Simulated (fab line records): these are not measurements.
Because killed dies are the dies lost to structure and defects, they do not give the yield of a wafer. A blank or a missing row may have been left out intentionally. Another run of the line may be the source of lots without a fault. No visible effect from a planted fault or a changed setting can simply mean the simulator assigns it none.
Struck lot and sound lot, side by side ; flow sky130 ; 17 out of 708 route steps
Sound: these wafers, L544.2, L544.4, L544.5. Wafers L550.1, L550.2, L550.5 were the ones struck. The cause is named last.
Order at every step that has rows: each side's tool, ch and its chambers, its first start. Under that, the readings that differ: sound wafers ; struck wafers ; difference of the means ; sigmas: that difference in standard deviations of wafers without a fault.
alike: readings whose means differ by less than 2 such deviations, and words and numbers that are the same on both sides. not compared: withheld readings, readings that some wafer has no value for, bounds like >300 that may hide the same value, and numbers for which the record gives no deviation and whose values overlap.
A row with sigmas, a row that says differs or no value, or rows on one side alone: a step with any of these is where the two part. When numbers do not overlap yet have no deviation, they are printed without sigmas and do not part them. A reading missing from all wafers of one side parts the sides only when that side holds two or more wafers.

SKY_VT_ADJUST_HVTP_OVL_MEAS_08:
  sound on overlay-01 at day 7 15:13; struck on overlay-01 at day 9 05:10
  alike: VT_ADJUST_HVTP_OVL
next, for these wafers, 1 step has no rows: SKY_VT_ADJUST_HVTP_IMPLANT_09.
SKY_VT_ADJUST_HVTP_STRIP_10: strips in O2/N2.
  sound on plasma asher-03 ch 1, day 7 15:24; struck on plasma asher-03 ch 0,1, day 9 05:21
  alike: drypump motor current A, oes product au, strip time to endpoint s
  not compared: rf hours counter h
SKY_VT_ADJUST_HVTP_TW_MEAS_11:
  sound on film metro-03 at day 7 15:31; struck on film metro-02 at day 9 05:27
  alike: VT_ADJUST_HVTP_TW
then, 7 steps without rows for these wafers: SKY_VT_ADJUST_LVTN_DEHYDRATE_00 (time 60 s); SKY_VT_ADJUST_LVTN_HMDS_01 (prime time 60 s); SKY_VT_ADJUST_LVTN_COAT_02 (resist thk 3000 nm); SKY_VT_ADJUST_LVTN_SOFTBAKE_03; SKY_VT_ADJUST_LVTN_EXPOSE_04 (exposes mask NWM COMPLEMENT LESS NATIVE, target cd 840 nm); SKY_VT_ADJUST_LVTN_PEB_05; SKY_VT_ADJUST_LVTN_DEVELOP_06 (develop time 60 s).
SKY_VT_ADJUST_LVTN_OVL_MEAS_07:
  sound on overlay-02 at day 8 10:59; struck on overlay-02 at day 10 03:49
  alike: VT_ADJUST_LVTN_OVL
SKY_VT_ADJUST_LVTN_IMPLANT_08:
  sound on implanter-01 ch 0, day 8 11:02; struck on implanter-04 ch 0, day 10 04:10
SKY_VT_ADJUST_LVTN_STRIP_09: strips in O2/N2.
  sound on plasma asher-02 ch 1, day 8 11:10; struck on plasma asher-01 ch 0,1, day 10 04:19
reading;sound;struck;difference;sigmas
oes product au (a.u.);0.720 0.711 0.715;0.731 0.723 0.720;+0.009;+2
  alike: drypump motor current A, strip time to endpoint s
  not compared: rf hours counter h
SKY_VT_ADJUST_LVTN_TW_MEAS_10:
  sound on film metro-03 at day 8 11:16; struck on film metro-03 at day 10 04:25
reading;sound;struck;difference;sigmas
VT_ADJUST_LVTN_TW;242.7 243.2 242.9;298.8 296.8 297.1;+54.6;+24
then, 1 step without rows for these wafers: SKY_VT_ADJUST_LVTN_DEHYDRATE_11 (time 60 s).
-- a jump in the record: the struck wafers' starts before and after are 38 days apart (it breaks off in module VT_ADJUST_LVTN and resumes in module PAD_OPEN, where the first step shown is number 708 of the route) --
SKY_PAD_OPEN_PROBE_99:
  sound on prober-01 at day 47 04:17; struck on prober-01 at day 48 14:31
reading;sound;struck;difference;sigmas
model.etest.nfet_01v8_lvt.vt sat v (V);0.5399 0.5342 0.5391;0.5763 0.5762 0.5642;+0.0345;
model.etest.nfet_01v8_lvt.vt v (V);0.6041 0.6082 0.6061;0.634 0.6321 0.6195;+0.022;
model.etest.nfet_01v8_turned.vt sat v (V);0.6481 0.6477 0.651;0.6697 0.6709 0.6559;+0.0166;
  alike: killed_at_M0_to_M3, killed_at_M4_up, killed at contacts, killed at front end, killed at other, killed dies, killed open, killed short
  not compared: model.etest.nfet_01v8_lvt.drive ua um, model.etest.nfet_01v8_swapped.drive ua um, model.etest.nfet_01v8.drive ua um, model.etest.nfet_01v8_turned.drive ua um, model.etest.nfet_01v8.off log10 a um

## WHERE THEY PART
Last at SKY_VT_ADJUST_LVTN_TW_MEAS_10 as far as this record goes, first at SKY_VT_ADJUST_LVTN_STRIP_09. Later steps at which nothing parts them and some readings are alike: SKY_PAD_OPEN_PROBE_99.

WHY: what had been put in by the simulator
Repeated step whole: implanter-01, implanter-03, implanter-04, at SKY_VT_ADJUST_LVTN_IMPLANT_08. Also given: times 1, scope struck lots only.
